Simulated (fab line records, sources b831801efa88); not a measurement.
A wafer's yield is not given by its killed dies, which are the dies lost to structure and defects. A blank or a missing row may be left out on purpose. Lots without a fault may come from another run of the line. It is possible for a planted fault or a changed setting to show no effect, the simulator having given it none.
Matching of chambers ; flow gf180mcu ; rie diel-03 running GF_PASSIVATION_ETCH_11: 4 sister chambers
The step etches the open film in CF4/O2, stops on TiN, target depth 1800 nm, time 400 s. 14 wafers are shown with their chamber, then 6 later ones without.

== EACH WAFER AND ITS CHAMBER ==
wafer;chamber;drypump motor current A (A);throttle valve pct (%);oes product au (a.u.)
L191.1;0;5.1;5.963;0.969
L191.4;3;5.0;5.966;0.973
L191.6;0;5.1;5.970;0.977
L192.1;1;6.1;5.959;0.962
L192.3;3;5.0;5.963;0.956
L192.5;1;6.1;5.975;0.952
L193.1;2;6.3;5.959;0.953
L193.2;1;6.0;5.953;0.956
L193.3;0;5.1;5.969;0.955
L201.2;0;5.0;5.969;0.954
L201.6;2;6.3;5.967;0.968
L206.2;3;5.1;5.959;0.956
L206.5;0;5.0;5.969;0.958
L206.6;3;5.0;5.983;0.975

SIGNATURES (means of the wafers above)
reading;chamber 0;chamber 1;chamber 2;chamber 3;scatter within a chamber
drypump motor current A;5.060;6.067;6.300;5.025;0.0512
throttle valve pct;5.96800;5.96233;5.96300;5.96775;0.00811
oes product au;0.96260;0.95667;0.96050;0.96500;0.00944
Rule: a wafer lies at a distance from a chamber equal to the root of the sum of squares, over the readings, of (its reading less the chamber's mean, divided by the reading's scatter). If the next closest chamber is less than 2 further off than the closest, the wafer can't be placed; otherwise it belongs to the closest. How the scatter is found: for the shown wafers, subtract from each reading the mean of its chamber, square and add these, divide the total by (wafers less chambers), then take the root.

== WAFERS WHOSE CHAMBER IS MISSING ==
wafer;drypump motor current A (A);throttle valve pct (%);oes product au (a.u.)
L208.1;5.1;5.943;0.949
L208.3;5.0;5.966;0.956
L208.5;5.0;5.959;0.966
L209.1;6.0;5.964;0.958
L209.2;5.0;5.960;0.949
L209.5;5.0;5.974;0.974

== WHICH CHAMBER EACH ONE RAN IN ==
wafer;from the rows above;in truth
L208.1;can't be placed: 0 or 3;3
L208.3;can't be placed: 3 or 0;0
L208.5;can't be placed: 3 or 0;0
L209.1;1;1
L209.2;can't be placed: 3 or 0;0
L209.5;can't be placed: 3 or 0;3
Correctly placed: 1 of 6. From these rows, 5 cannot be placed; in 5 the true chamber is one of the candidates. Number placed wrongly: 0.
